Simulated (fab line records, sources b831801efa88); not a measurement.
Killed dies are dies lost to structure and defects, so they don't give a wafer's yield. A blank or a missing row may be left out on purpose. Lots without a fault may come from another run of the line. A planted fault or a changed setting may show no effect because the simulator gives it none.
One fault seen from 2 desks | flow gf180mcu | each desk has only its own numbers; what lay behind them comes last

THE TOOL OWNER'S DESK: furnace-01
The tool's own readings at GF_STI_OXIDATION_01 (stabilise 600 s, purge 300 s, target thk 10 nm): means of the sampled wafers that have a number, for each lot that ran on this tool. A lot is out of limits, marked OUT, if its mean lies more than 4 standard deviations from the usual mean; the brackets give that distance.
Columns: A = spike_tc_lower_C at GF_STI_OXIDATION_01, usual 900.0 C; B = zone_power_centre_pct at GF_STI_OXIDATION_01, usual 17.3 %
lot  | first seen here | A     | B
L909 | day 1 10:07     | 899.0 | 20.3
L917 | day 3 02:07     | 900.1 | 20.2
L919 | day 3 12:07     | 900.7 | 20.4
This desk's finding: nothing out of limits on any of the 3 lots.

THE METROLOGY DESK
What the gauges read, lot by lot, whatever tool the lot ran on: means of the sampled wafers that have a number. A lot is out of limits, marked OUT, if its mean lies more than 4 standard deviations from the usual mean; the brackets give that distance.
Columns: A = INCOMING_BOW at GF_STI_BOW_MEAS_00, usual 1 um; B = STI_OXIDATION_THK at GF_STI_THK_MEAS_02, usual 10.06 nm; C = STI_CVD_03_THK at GF_STI_THK_MEAS_04, usual 208.3 nm; D = cd_nm at GF_STI_CD_MEAS_12, usual 220.0 nm; E = STI_OXIDATION_01_THK at GF_STI_THK_MEAS_22, usual 15.03 nm; F = STI_CVD_23_THK at GF_STI_THK_MEAS_24, usual 669 nm; G = STI_OXIDATION_02_THK at GF_STI_THK_MEAS_30, usual 10.04 nm
lot  | first seen here | A  | B     | C     | D     | E     | F   | G
L909 | day 1 10:00     | -0 | 10.13 | 210.0 | 219.3 | 15.17 | 668 | 9.77
L911 | day 1 20:00     | -4 | 10.18 | 208.3 | 219.0 | 15.22 | 667 | 9.86
L917 | day 3 02:00     | -4 | 10.00 | 209.6 | 220.0 | 15.01 | 667 | 10.11
L919 | day 3 12:01     | -2 | 9.98  | 207.1 | 218.7 | 14.92 | 661 | 9.93
L921 | day 3 22:00     | -4 | 10.10 | 208.8 | 220.6 | 14.97 | 679 | 9.92
L925 | day 4 18:00     | -0 | 10.08 | 206.5 | 220.5 | 15.18 | 665 | 10.30
This desk's finding: nothing out of limits on any of the 6 lots.

PUT TOGETHER
The tool owner's desk saw nothing out of limits.
The metrology desk saw nothing out of limits.

WHAT THE SIMULATOR HAD PUT IN
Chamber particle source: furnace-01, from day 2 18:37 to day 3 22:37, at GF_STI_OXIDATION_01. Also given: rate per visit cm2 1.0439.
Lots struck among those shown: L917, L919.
